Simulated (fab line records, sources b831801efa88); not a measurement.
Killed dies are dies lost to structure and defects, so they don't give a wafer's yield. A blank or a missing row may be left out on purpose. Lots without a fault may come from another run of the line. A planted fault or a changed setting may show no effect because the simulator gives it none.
Chamber matching | flow sfq_line | SFQ_TRILAYER_I1_DEP_PECVD_045 on pecvd-02: 3 sister chambers
The step deposits SiO2 from SiH4/N2O, time 111.11 s, target thk 500 nm. 14 wafers are shown with their chamber, then 7 later ones without.

WAFERS WITH THEIR CHAMBER
wafer  | chamber | heater_power_w (W) | heater_power_outer_w (W) | chamber_pressure_Torr (Torr)
L284.1 | 1       | 102                | 46                       | 2.398
L284.4 | 0       | 83                 | 29                       | 2.397
L284.5 | 1       | 104                | 49                       | 2.400
L285.1 | 1       | 106                | 51                       | 2.404
L285.4 | 0       | 85                 | 32                       | 2.401
L285.6 | 1       | 107                | 52                       | 2.402
L286.1 | 2       | 116                | 49                       | 2.406
L286.4 | 1       | 85                 | 35                       | 2.408
L286.6 | 2       | 119                | 54                       | 2.396
L290.1 | 2       | 121                | 54                       | 2.389
L290.3 | 0       | 86                 | 31                       | 2.402
L290.5 | 1       | 103                | 48                       | 2.409
L293.2 | 2       | 101                | 41                       | 2.395
L293.3 | 0       | 83                 | 30                       | 2.393

SIGNATURES (means of the wafers above)
reading               | chamber 0 | chamber 1 | chamber 2 | scatter within a chamber
heater_power_w        | 84.25     | 101.17    | 114.25    | 7.29
heater_power_outer_w  | 30.50     | 46.83     | 49.50     | 5.3
chamber_pressure_Torr | 2.39825   | 2.40350   | 2.39650   | 0.00518
Rule: a wafer's distance from a chamber is the root of the sum, over the readings, of the square of ((its reading less the chamber's mean) divided by the reading's scatter). The wafer belongs to the nearest chamber; if the next one is less than 2 further off, it can't be placed. The scatter: the root of (the sum of the squares of (reading less its chamber's mean) over the shown wafers, divided by (wafers less chambers)).

WAFERS WITHOUT THEIR CHAMBER
wafer  | heater_power_w (W) | heater_power_outer_w (W) | chamber_pressure_Torr (Torr)
L293.6 | 109                | 47                       | 2.400
L303.1 | 71                 | 21                       | 2.397
L303.3 | 113                | 50                       | 2.407
L303.4 | 106                | 48                       | 2.402
L305.2 | 69                 | 20                       | 2.399
L305.3 | 93                 | 40                       | 2.403
L305.4 | 96                 | 43                       | 2.396

WHICH CHAMBER EACH WENT THROUGH
wafer  | from the rows above          | in truth
L293.6 | can't be placed: 2 or 1      | 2
L303.1 | 0                            | 0
L303.3 | can't be placed: 1 or 2      | 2
L303.4 | can't be placed: 1 or 2      | 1
L305.2 | 0                            | 0
L305.3 | can't be placed: 1 or 0 or 2 | 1
L305.4 | can't be placed: 1 or 2 or 0 | 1
Placed correctly: 2 of 7. Can't be placed from these rows: 5 (the true chamber is among the candidates in 5). Placed wrongly: 0.
